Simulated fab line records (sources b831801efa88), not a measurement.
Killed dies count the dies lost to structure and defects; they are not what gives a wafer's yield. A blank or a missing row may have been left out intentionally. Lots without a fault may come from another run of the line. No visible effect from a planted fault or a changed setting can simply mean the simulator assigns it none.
fab line records	flow sky130	part 2 of 2: steps 31 to 38 of 38
record lots=5	wafers=15	last_day=50
route steps=708 shown METAL4@599 CAP2M@603
lots that met no fault: from a run of the same line without faults
start_h: start of the lot's first displayed wafer, in hours after the record's first day	wait_h: time in hours since the lot's previous step	" unchanged from the row above	L1.1+2: a single row standing in for several wafers	- either no value or no given start	* or withheld: withheld	< > ~ a bound
route shown NAME@n: names a module that has steps shown in the file, with the first one's number in the route	usual: average and standard deviation across the fault-free wafers	same: alike in all rows	chamber/n: place in a boat	sites: each site's reading	_std_site: standard deviation of those values	_edge_site: mean of outer sites minus mean of inner sites	radius_mm: how far each site lies from the wafer's centre	mask NAME#n: copy n	behind: the last tool/chamber to shape the wafer	hold: reason for holding the lot/hours on hold/outcome of the hold	device: whichever transistor did not switch (one of n, p or np)	end of line: at the end of the route, the tests of the same wafers	a step without rows: its recipe alone	killed: dies that structure and defects cost at the first sort, which is not the same as the wafer's yield	map: per-die view of a wafer (x killed, . not killed, _ where there is no die)
set.NAME: the run value of the setting; set.NAME@STEP: its run value at that earlier step	model.NAME: the simulator's own value behind a step, which no gauge read
lots seen at some steps along the route; tables by step, rows by wafer
services: the hour from which a tool's chamber was out of use, counted from the record's first day as start_h (under 0 if before that day), plus the number of hours and why
## steps
# step SKY_METAL4_CD_MEAS_13
# recipe target_cd_nm=300
# usual cd_nm=300.0/1.3
lot.wafer	tool	chamber	start_h	wait_h	cd_nm
L077.1	cd_sem-01	-	991.08	-	302.1
L077.5	"	-	"	"	300.2
L077.6	"	-	"	"	302.3
L078.1	cd_sem-01	-	1003.59	-	300.2
L078.3	"	-	"	"	299.2
L078.5	"	-	"	"	299.3
L081.1	cd_sem-01	-	1020.34	-	301.8
L081.4	"	-	"	"	301.7
L081.6	"	-	"	"	302.0
L094.3	cd_sem-02	-	1101.28	-	299.2
L094.4	"	-	"	"	300.5
L094.6	"	-	"	"	298.9
L096.1	cd_sem-01	-	1110.83	-	301.3
L096.3	"	-	"	"	299.9
L096.6	"	-	"	"	299.6
# step SKY_METAL4_OVL_MEAS_14
# usual METAL4_OVL=3/5.3
lot.wafer	tool	chamber	start_h	wait_h	METAL4_OVL[nm]
L077.1	overlay-02	-	991.20	0.1	-2
L077.5	"	-	"	"	0
L077.6	"	-	"	"	5
L078.1	overlay-01	-	1003.71	0.1	-3
L078.3	"	-	"	"	3
L078.5	"	-	"	"	-2
L081.1	overlay-02	-	1020.46	0.1	8
L081.4	"	-	"	"	1
L081.6	"	-	"	"	3
L094.3	overlay-01	-	1101.37	0.1	-8
L094.4	"	-	"	"	9
L094.6	"	-	"	"	7
L096.1	overlay-02	-	1110.95	0.1	5
L096.3	"	-	"	"	6
L096.6	"	-	"	"	9
# step SKY_METAL4_DESCUM_15
# recipe chemistry=O2	source_power_w=150	bias_power_w=0	pressure_mtorr=10	temp_c=40	time_s=8
# usual drypump_motor_current_A=6.12/0.24	oes_product_au=1.008/0.013
lot.wafer	tool	chamber	start_h	wait_h	drypump_motor_current_A	oes_product_au	rf_hours_counter_h
L077.1	rie_metal-04	0	991.24	0.0	6.14	0.996	10
L077.5	"	0	"	"	6.13	1.003	-
L077.6	"	0	"	"	6.12	0.998	-
L078.1	rie_metal-04	1	1003.75	0.0	6.50	0.997	16
L078.3	"	0	"	"	6.12	1.002	-
L078.5	"	0	"	"	6.13	1.000	-
L081.1	rie_metal-03	1	1020.50	0.0	6.11	1.023	17
L081.4	"	0	"	"	5.56	1.028	-
L081.6	"	0	"	"	5.57	1.040	-
L094.3	rie_metal-04	0	1101.41	0.0	6.12	1.008	-
L094.4	"	1	"	"	6.49	1.000	-
L094.6	"	0	"	"	6.13	1.004	-
L096.1	rie_metal-02	0	1110.99	0.0	6.17	0.998	0
L096.3	"	0	"	"	6.17	1.001	-
L096.6	"	0	"	"	6.19	1.001	-
# step SKY_METAL4_ETCH_16
# recipe chemistry=N2/H2	target=BARC	ion_energy_ev=200	bias_w=100	pressure_mtorr=30	n2_flow_sccm=100	h2_flow_sccm=200	icp_w=500	stop_on=SiO2	time_s=88.2	target_depth_a=600
# usual drypump_motor_current_A=6.13/0.24	oes_product_au=0.626/0.0047	throttle_valve_pct=13.204/0.0093
lot.wafer	tool	chamber	start_h	wait_h	drypump_motor_current_A	oes_product_au	rf_hours_counter_h	throttle_valve_pct
L077.1	rie_metal-04	0	991.30	0.1	6.12	0.620	10	13.196
L077.5	"	0	"	"	6.11	0.624	-	13.214
L077.6	"	0	"	"	6.12	0.630	-	13.214
L078.1	rie_metal-04	1	1003.78	0.0	6.50	0.626	16	13.203
L078.3	"	0	"	"	6.11	0.625	-	13.211
L078.5	"	0	"	"	6.12	0.622	-	13.204
L081.1	rie_metal-03	1	1020.53	0.0	6.13	0.633	17	13.207
L081.4	"	0	"	"	5.57	0.629	-	13.212
L081.6	"	0	"	"	5.56	0.618	-	13.198
L094.3	rie_metal-04	0	1101.46	0.0	6.13	0.631	-	13.199
L094.4	"	1	"	"	6.50	0.633	-	13.196
L094.6	"	0	"	"	6.13	0.623	-	13.203
L096.1	rie_metal-02	0	1111.02	0.0	6.20	0.625	0	13.220
L096.3	"	0	"	"	6.24	0.627	-	13.216
L096.6	"	0	"	"	6.24	0.625	-	13.204
# step SKY_METAL4_ETCH_17
# recipe target=SiO2	stop_on=TiN	chemistry=C4F8/O2/Ar	source_w=1500	bias_w=1233	pressure_mtorr=40	c4f8_flow_sccm=withheld	O2_flow_sccm=6	Ar_flow_sccm=300	time_s=3.9	target_depth_a=150
# usual oes_product_au=0.755/0.0075
lot.wafer	tool	chamber	start_h	wait_h	oes_product_au	rf_hours_counter_h
L077.1	rie_diel-01	2	991.50	0.2	0.747	3
L077.5	"	3	"	"	0.763	-
L077.6	"	2	"	"	0.741	-
L078.1	rie_diel-02	0	1003.88	0.1	0.750	18
L078.3	"	2	"	"	0.753	13
L078.5	"	3	"	"	0.758	-
L081.1	rie_diel-01	3	1020.63	0.1	0.757	2
L081.4	"	2	"	"	0.762	4
L081.6	"	2	"	"	0.762	-
L094.3	rie_diel-04	0	1101.53	0.0	0.741	4
L094.4	"	1	"	"	0.762	13
L094.6	"	1	"	"	0.757	-
L096.1	rie_diel-01	3	1111.12	0.1	0.738	5
L096.3	"	0	"	"	0.750	14
L096.6	"	1	"	"	0.772	-
# step SKY_METAL4_METAL_ETCH_18
# recipe target_depth_a=8450	stop_on=SiO2	over_etch_frac=0.3	time_s=183.1	chemistry=Cl2/BCl3	resist_sidewall_deg=88	pressure_mtorr=10	icp_w=900	bias_w=48.5	Cl2_flow_sccm=60	bcl3_flow_sccm=30
# usual drypump_motor_current_A=6.02/0.27	oes_product_au=0.864/0.0062	throttle_valve_pct=22.263/0.009
lot.wafer	tool	chamber	start_h	wait_h	drypump_motor_current_A	oes_product_au	rf_hours_counter_h	throttle_valve_pct
L077.1	rie_metal-03	1	991.52	0.0	6.10	0.862	15	22.259
L077.5	"	1	"	"	6.07	0.856	-	22.268
L077.6	"	0	"	"	5.57	0.864	-	22.264
L078.1	rie_metal-03	1	1003.89	0.0	6.13	0.858	16	22.263
L078.3	"	0	"	"	5.58	0.863	-	22.244
L078.5	"	1	"	"	6.10	0.862	-	22.262
L081.1	rie_metal-04	1	1020.64	0.0	6.49	0.872	16	22.268
L081.4	"	1	"	"	6.49	0.868	-	22.273
L081.6	"	1	"	"	6.50	0.879	-	22.257
L094.3	rie_metal-03	1	1101.60	0.1	6.11	0.867	-	22.254
L094.4	"	0	"	"	5.56	0.858	-	22.266
L094.6	"	1	"	"	6.10	0.864	-	22.265
L096.1	rie_metal-04	0	1111.14	0.0	6.12	0.859	19	22.256
L096.3	"	0	"	"	6.12	0.865	-	22.269
L096.6	"	0	"	"	6.12	0.862	-	22.263
# step SKY_METAL4_STRIP_19
# recipe chemistry=O2/N2	power_w=1400	pressure_mtorr=1500	platen_temp_c=withheld	o2_flow_sccm=3000	n2_flow_sccm=300	overash_fraction=0.5
# usual drypump_motor_current_A=5.60/0.27	oes_product_au=0.497/0.0067	strip_time_to_endpoint_s=6.40/0.11
lot.wafer	tool	chamber	start_h	wait_h	drypump_motor_current_A	oes_product_au	rf_hours_counter_h	strip_time_to_endpoint_s
L077.1	plasma_asher-03	1	991.69	0.1	5.15	0.493	54	6.35
L077.5	"	1	"	"	5.16	0.495	-	6.38
L077.6	"	0	"	"	5.63	0.483	-	6.22
L078.1	plasma_asher-02	1	1004.07	0.1	5.46	0.502	123	6.44
L078.3	"	0	"	"	5.72	0.492	-	6.32
L078.5	"	1	"	"	5.47	0.497	-	6.40
L081.1	plasma_asher-01	0	1020.82	0.1	5.99	0.507	86	6.53
L081.4	"	1	"	"	5.45	0.500	-	6.49
L081.6	"	0	"	"	6.00	0.503	-	6.53
L094.3	plasma_asher-01	1	1101.76	0.1	5.44	0.503	-	6.44
L094.4	"	0	"	"	6.02	0.495	-	6.33
L094.6	"	0	"	"	5.99	0.498	-	6.45
L096.1	plasma_asher-01	0	1111.49	0.3	5.99	0.507	95	6.50
L096.3	"	1	"	"	5.43	0.502	-	6.58
L096.6	"	1	"	"	5.43	0.499	-	6.55
# step SKY_METAL4_STRIP_20
# recipe chemistry=post_etch_residue_remover	time_s=1200	temp_c=72.5
# usual bath_heat_duty_pct=14.5/1.8
lot.wafer	tool	chamber	start_h	wait_h	bath_heat_duty_pct
L077.1	wet_bench-01	3	991.79	0.1	15.3
L077.5	"	3	"	"	15.9
L077.6	"	3	"	"	15.6
L078.1	wet_bench-02	2	1004.17	0.1	15.2
L078.3	"	2	"	"	14.3
L078.5	"	2	"	"	15.0
L081.1	wet_bench-01	3	1020.92	0.1	13.6
L081.4	"	3	"	"	15.9
L081.6	"	3	"	"	14.0
L094.3	wet_bench-02	2	1101.82	0.0	14.9
L094.4	"	2	"	"	16.9
L094.6	"	2	"	"	15.4
L096.1	wet_bench-04	0	1111.59	0.1	17.6
L096.3	"	0	"	"	17.5
L096.6	"	0	"	"	17.8
## services
tool	chamber	start_h	hours	kind
rie_metal-03	1	945.81	4.9	repair
pvd_sputter-02	-	953.53	2.9	repair
krf_scanner-01	-	954.25	1.3	pm
rie_metal-04	1	959.01	8.1	repair
plasma_asher-04	-	959.73	1.6	repair
plasma_asher-01	-	961.34	35.7	repair
rie_diel-01	1	961.76	5.0	repair
krf_scanner-02	-	970.77	0.8	pm
krf_scanner-02	-	977.25	1.3	repair
rie_metal-04	1	982.31	19.4	repair
rie_metal-03	-	996.13	1.6	repair
iline_stepper-01	-	1002.47	2.1	repair
pvd_sputter-01	-	1016.29	9.8	repair
krf_scanner-01	-	1022.60	0.8	pm
krf_scanner-01	-	1025.41	1.0	pm
rie_metal-03	-	1029.01	0.6	repair
iline_stepper-01	-	1043.90	1.7	pm
rie_metal-04	-	1060.48	0.4	repair
iline_stepper-01	-	1072.60	4.5	repair
pvd_sputter-04	-	1073.62	3.0	repair
rie_diel-01	-	1092.01	2.8	pm
rie_metal-04	-	1093.87	2.8	pm
rie_diel-01	-	1096.63	0.5	repair
krf_scanner-01	-	1110.34	2.4	repair
